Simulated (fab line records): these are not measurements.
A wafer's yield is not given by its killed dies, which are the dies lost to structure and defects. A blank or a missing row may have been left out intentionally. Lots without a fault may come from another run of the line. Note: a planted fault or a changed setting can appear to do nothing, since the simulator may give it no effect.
2 desks, one fault :: flow gf180mcu :: numbers are kept per desk, each desk with only its own; the story behind them comes last

## FROM THE METROLOGY DESK
What the gauges read, lot by lot, whatever tool the lot ran on: means of the sampled wafers that have a number. A lot is out of limits, marked OUT, if its mean lies more than 4 standard deviations from the usual mean; the brackets give that distance.
Columns: A = M5_OVL at GF_M5_OVL_MEAS_08, usual -3 nm; B = cdNm at GF_V5_CD_MEAS_14, usual 260.0 nm
lot: L146
first seen here: day 26 08:10
A: 3
B: 261.4

lot: L147
first seen here: day 26 16:34
A: -5
B: 259.7

lot: L149
first seen here: day 27 02:00
A: 2
B: 257.4

lot: L150
first seen here: day 27 13:46
A: 2
B: 257.8

lot: L151
first seen here: day 28 00:22
A: -14
B: 259.0

lot: L154
first seen here: day 28 22:14
A: -8
B: 260.0

lot: L155
first seen here: day 29 05:40
A: -4
B: 258.1

lot: L156
first seen here: day 29 11:50
A: 3
B: 260.7

lot: L157
first seen here: day 29 15:05
A: 1
B: 258.7

lot: L164
first seen here: day 31 12:51
A: -0
B: 259.9

lot: L167
first seen here: day 32 07:20
A: -10
B: 261.2

lot: L168
first seen here: day 32 10:47
A: 4
B: 260.0

lot: L169
first seen here: day 32 16:52
A: -2
B: 259.2
Finding of this desk: none of the 13 lots has anything out of limits.

## AT THE TOOL OWNER'S DESK: pvdSputter-01
The tool's own readings at GF_M1_SPUTTER_04 (material TiN, target thk 50 nm, time 41.7 s): means of the sampled wafers that have a number, for each lot that ran on this tool. A lot is out of limits, marked OUT, if its mean lies more than 4 standard deviations from the usual mean; the brackets give that distance.
Columns: A = throttleValvePct at GF_M1_SPUTTER_04, usual 30.2 %
lot: L147
first seen here: day 16 17:43
A: 28.9

lot: L155
first seen here: day 19 13:35
A: 29.3

lot: L156
first seen here: day 19 22:13
A: 29.4

lot: L157
first seen here: day 20 02:26
A: 29.9

lot: L164
first seen here: day 22 12:05
A: 29.7
Finding of this desk: none of the 5 lots has anything out of limits.

## TAKEN TOGETHER
From the metrology desk's view, nothing was out of limits.
The tool owner's desk saw nothing out of limits.

## WHAT WAS PUT IN BY THE SIMULATOR
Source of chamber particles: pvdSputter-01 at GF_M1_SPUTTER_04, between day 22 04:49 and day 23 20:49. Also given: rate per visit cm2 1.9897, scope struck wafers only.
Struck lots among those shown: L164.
